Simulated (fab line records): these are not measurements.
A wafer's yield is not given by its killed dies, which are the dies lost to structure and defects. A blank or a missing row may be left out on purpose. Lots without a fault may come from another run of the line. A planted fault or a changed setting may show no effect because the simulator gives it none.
Comparing a struck lot with a sound one || flow gf180mcu || 15 steps out of a route of 602
Sound: the wafers L267.4, L267.5, L267.6. Struck: wafers L266.1, L266.5, L266.6. The cause is named last.
For every step that has rows: the tool of each side, followed by ch and its chambers, followed by its first start. Under that, the readings that differ: sound wafers || struck wafers || difference of the means || sigmas: that difference in standard deviations of wafers without a fault.
alike: readings with means less than 2 such deviations apart, plus words and numbers identical on both sides. not compared: withheld readings, readings lacking a value on some wafer, bounds such as >300 that could conceal the same value, and numbers that have no deviation in the record and whose values overlap.
Wherever a step has rows on one side only, a row that says differs or no value, or a row with sigmas, the two part there. When numbers do not overlap yet have no deviation, they are printed without sigmas and do not part them. Lack of a reading on every wafer of one side parts them only where that side has two or more wafers.

GF_V2_BOW_MEAS_05:
  sound on film_metro-04 at day 24 09:42; struck on film_metro-03 at day 24 02:06
  alike: V2_BOW
then, 8 steps without rows for these wafers: GF_V2_DEHYDRATE_06 (time 60 s); GF_V2_HMDS_07 (prime time 60 s); GF_V2_COAT_08; GF_V2_COAT_09 (resist thk 1000 nm); GF_V2_SOFTBAKE_10 (time 60 s); GF_V2_EXPOSE_11 (exposes mask Via2, target cd 260 nm); GF_V2_PEB_12 (peb time 90 s); GF_V2_DEVELOP_13 (develop time 60 s).
GF_V2_CD_MEAS_14: target cd 260 nm.
  sound on cd_sem-02 at day 25 08:08; struck on cd_sem-01 at day 25 00:10
{"reading": "cd_nm (nm)", "sound": "262.5 261.4 263.8", "struck": "259.6 259.8 259.1", "difference": -3.1, "sigmas": -2}
GF_V2_OVL_MEAS_15:
  sound on overlay-01 at day 25 08:13; struck on overlay-02 at day 25 00:17
  alike: V2_OVL
GF_V2_ETCH_16: etches BARC in N2/H2.
  sound on rie_diel-03 ch 0,1,3, day 25 08:14; struck on rie_diel-01 ch 0,2,3, day 25 00:20
  alike: bias_w, chamber_pressure_mTorr, drypump_motor_current_A, oes_product_au, throttle_valve_pct
GF_V2_ETCH_17: etches SiO2 in C4F8/O2/Ar, stops on TiN, target depth 630 nm.
  sound on rie_diel-03 ch 0,1,3, day 25 08:00; struck on rie_diel-01 ch 0,2,3, day 25 00:00
  no value came back on the struck wafers for bias_w (W), chamber_pressure_mTorr (mTorr), oes_product_au (a.u.); on the sound wafers bias_w (W) reads 1201 1196 1205
GF_V2_STRIP_18: strips in O2/N2.
  sound on plasma_asher-04 ch 0,1, day 25 08:23; struck on plasma_asher-04 ch 0,1, day 25 00:27
{"reading": "oes_product_au (a.u.)", "sound": "0.593 0.593 0.593", "struck": "0.671 0.679 0.668", "difference": "+0.080", "sigmas": "+16"}
  alike: chamber_pressure_mTorr, drypump_motor_current_A, heater_power_w, o2_flow_sccm
  not compared: rf_hours_counter_h
then, 1 step without rows for these wafers: GF_V2_STRIP_19 (strips in post etch residue remover, time 1200 s).

## WHERE THEY PART
Earliest at GF_V2_CD_MEAS_14; latest, in this record, at GF_V2_STRIP_18.

WHY: whatever the simulator had introduced
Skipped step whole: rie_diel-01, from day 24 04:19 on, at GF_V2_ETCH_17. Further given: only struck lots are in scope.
